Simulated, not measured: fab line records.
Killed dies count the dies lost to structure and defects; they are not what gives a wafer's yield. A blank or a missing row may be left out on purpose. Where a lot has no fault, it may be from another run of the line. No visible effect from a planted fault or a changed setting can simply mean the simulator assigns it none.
Chamber matching | flow gf180mcu | 4 sister chambers for GF_V4_CMP_26 on cmp-01
The step polishes, stops on SiO2, t overpolish 15 s, target thk 0 nm. 14 wafers are shown with their chamber, then 7 later ones without.

WAFERS, EACH WITH ITS CHAMBER
wafer  | chamber | motor-current-A (A) | head-pressure-psi (psi) | time-to-endpoint-s (s)
L745.2 | 2       | 12.7                | 3.497                   | 87
L745.5 | 1       | 10.4                | 3.510                   | 89
L745.6 | 0       | 11.0                | 3.488                   | 90
L749.1 | 0       | 10.7                | 3.500                   | 86
L749.2 | 2       | 12.2                | 3.495                   | 82
L749.3 | 3       | 11.0                | 3.498                   | 83
L754.1 | 3       | 9.5                 | 3.500                   | 80
L754.2 | 0       | 10.8                | 3.496                   | 81
L754.4 | 2       | 12.9                | 3.503                   | 79
L758.3 | 2       | 12.5                | 3.499                   | 83
L758.4 | 0       | 10.6                | 3.489                   | 84
L758.5 | 2       | 12.1                | 3.492                   | 81
L762.1 | 3       | 10.4                | 3.501                   | 83
L762.2 | 2       | 13.1                | 3.491                   | 80

SIGNATURES (averages over the wafers above)
reading            | chamber 0 | chamber 1 | chamber 2 | chamber 3 | scatter within a chamber
motor-current-A    | 10.775    | 10.400    | 12.583    | 10.300    | 0.447
head-pressure-psi  | 3.49325   | 3.51000   | 3.49617   | 3.49967   | 0.00452
time-to-endpoint-s | 85.25     | 89.00     | 82.00     | 82.00     | 2.98
Rule: distance of a wafer from a chamber = root of the sum over the readings of ((wafer's reading minus chamber's mean) / reading's scatter) squared. If the next closest chamber is less than 2 further off than the closest, the wafer can't be placed; otherwise it belongs to the closest. The scatter is the square root of a quotient: the sum, over the shown wafers, of each reading's squared deviation from its chamber's mean, divided by wafers minus chambers.

WAFERS WITH NO CHAMBER GIVEN
wafer  | motor-current-A (A) | head-pressure-psi (psi) | time-to-endpoint-s (s)
L762.5 | 10.6                | 3.502                   | 81
L765.2 | 10.4                | 3.507                   | 85
L765.3 | 12.9                | 3.494                   | 81
L765.6 | 11.1                | 3.501                   | 84
L768.2 | 10.2                | 3.500                   | 83
L768.5 | 11.3                | 3.495                   | 84
L768.6 | 10.1                | 3.513                   | 78

WHICH CHAMBER EACH WENT THROUGH
wafer  | from the rows above               | in truth
L762.5 | can't be placed: 3 or 0           | 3
L765.2 | can't be placed: 1 or 3 or 0      | 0
L765.3 | 2                                 | 2
L765.6 | can't be placed: 0 or 3 or 1 or 2 | 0
L768.2 | can't be placed: 3 or 0           | 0
L768.5 | can't be placed: 0 or 3 or 2      | 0
L768.6 | can't be placed: 3 or 1 or 0      | 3
1 of 7 placed correctly. Not placeable from these rows: 6 (in 6, the candidates include the true chamber). 0 placed wrongly.
